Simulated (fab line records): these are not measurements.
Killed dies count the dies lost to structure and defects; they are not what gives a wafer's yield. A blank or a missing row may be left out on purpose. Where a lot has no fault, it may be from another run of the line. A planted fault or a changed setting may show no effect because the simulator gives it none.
Commonality check across tools | flow sky130 | 30 wafers sampled across 10 lots

== REASON FOR OPENING ==
At SKY_VIA4_RS_MEAS_19 the reading VIA4_W_RS is flagged on 2 of 10 lots. Fault-free wafers read 0.2186 ohm/sq, with a standard deviation of 0.0021.
Rule: flag the lot when none of its wafers has a number, or when each of its wafers that has one lies beyond 4 standard deviations from that mean. The other lots count as sound.

lot  | measured     | on            | VIA4_W_RS (ohm/sq), wafer by wafer | flag
L797 | day 43 07:45 | film-metro-02 | 0.2216 0.2207 0.2211               |
L800 | day 44 02:47 | film-metro-02 | 0.2188 0.2224 0.2208               |
L801 | day 44 03:23 | film-metro-03 | 0.2185 0.2148 0.2169               |
L805 | day 45 13:20 | film-metro-01 | 0.2215 0.2179 0.2167               |
L810 | day 46 15:14 | film-metro-01 | 0.2210 0.2193 0.2210               |
L812 | day 47 06:09 | film-metro-02 | 55.866 55.000 56.104               | FLAGGED
L813 | day 47 08:19 | film-metro-03 | 58.352 57.044 58.735               | FLAGGED
L817 | day 48 07:25 | film-metro-02 | 0.2168 0.2204 0.2215               |
L818 | day 48 10:10 | film-metro-02 | 0.2157 0.2166 0.2125               |
L819 | day 49 00:10 | film-metro-03 | 0.2180 0.2202 0.2170               |
The numbers of the flagged lots are 56.8502 ohm/sq on average: +56.6316 ohm/sq against the usual, or +99 or more standard deviations.

== WHICH TOOL RAN EACH LOT ==
2 process steps preceding the reading are held in the record, out of 708 steps in the route. Cell contents, in order: the tool; ch with the chambers the sampled wafers went through; the start.
lot  | flag    | SKY_VIA4_ETCH_12                   | SKY_VIA4_CVD_18
L797 |         | rie-diel-04 ch 1,2, day 43 06:52   | cvd-w-02 ch 0,1, day 43 07:36
L800 |         | rie-diel-03 ch 0,1,2, day 44 01:55 | cvd-w-02 ch 0,1, day 44 02:38
L801 |         | rie-diel-04 ch 1,2,3, day 44 02:28 | cvd-w-01 ch 0,1, day 44 03:14
L805 |         | rie-diel-04 ch 0,1,3, day 45 12:22 | cvd-w-02 ch 0,1, day 45 13:11
L810 |         | rie-diel-04 ch 0,1,2, day 46 14:16 | cvd-w-01 ch 0,1, day 46 15:06
L812 | FLAGGED | rie-diel-04 ch 1,2,3, day 47 05:04 | cvd-w-01 ch 0,1, day 47 05:59
L813 | FLAGGED | rie-diel-03 ch 0,3, day 47 07:25   | cvd-w-01 ch 0,1, day 47 08:10
L817 |         | rie-diel-01 ch 0,2,3, day 48 06:04 | cvd-w-01 ch 0,1, day 48 07:15
L818 |         | rie-diel-03 ch 1,3, day 48 09:16   | cvd-w-01 ch 0,1, day 48 10:02
L819 |         | rie-diel-04 ch 0,2,3, day 48 22:52 | cvd-w-01 ch 0,1, day 49 00:01
What is done by these steps:
- SKY_VIA4_ETCH_12: etches SiO2 in C4F8/O2/Ar, stops on TiN, target depth 580 nm.
- SKY_VIA4_CVD_18: deposits W, target thk 505 nm, time 152.14 s.
- SKY_VIA4_RS_MEAS_19: measures by four-point-probe.

== FLAGGED OVER TOTAL, TOOL BY TOOL (the gauges that took the reading come last) ==
step                | tool          | lots run | flagged | share of the flagged lots | sound lots run after its first flagged lot
SKY_VIA4_ETCH_12    | rie-diel-01   | 1        | 0       | none                      | -
SKY_VIA4_ETCH_12    | rie-diel-03   | 3        | 1       | some                      | 1 (L818)
SKY_VIA4_ETCH_12    | rie-diel-04   | 6        | 1       | some                      | 1 (L819)
SKY_VIA4_CVD_18     | cvd-w-01      | 7        | 2       | all                       | 3 (L817,L818,L819)
SKY_VIA4_CVD_18     | cvd-w-02      | 3        | 0       | none                      | -
SKY_VIA4_RS_MEAS_19 | film-metro-01 | 2        | 0       | none                      | -
SKY_VIA4_RS_MEAS_19 | film-metro-02 | 5        | 1       | some                      | 2 (L817,L818)
SKY_VIA4_RS_MEAS_19 | film-metro-03 | 3        | 1       | some                      | 1 (L819)

== WHAT IS ALLOWED BY THE TABLE ==
In the table, 1 row covers all flagged lots: cvd-w-01 at SKY_VIA4_CVD_18.
- cvd-w-01 at SKY_VIA4_CVD_18 ran 7 lots, 2 of them flagged. Lots that were sound ran on it after the first flagged one (L817, L818, L819); a persistent fault on the entire tool would not allow that. On the flagged lots its readings are blank where sound lots have values: chamber-pressure-Torr, heater-power-outer-w, heater-power-w.
Every row of the table either missed a flagged lot or ran a sound lot after the first.

== WHAT THE SIMULATOR HAD INSERTED ==
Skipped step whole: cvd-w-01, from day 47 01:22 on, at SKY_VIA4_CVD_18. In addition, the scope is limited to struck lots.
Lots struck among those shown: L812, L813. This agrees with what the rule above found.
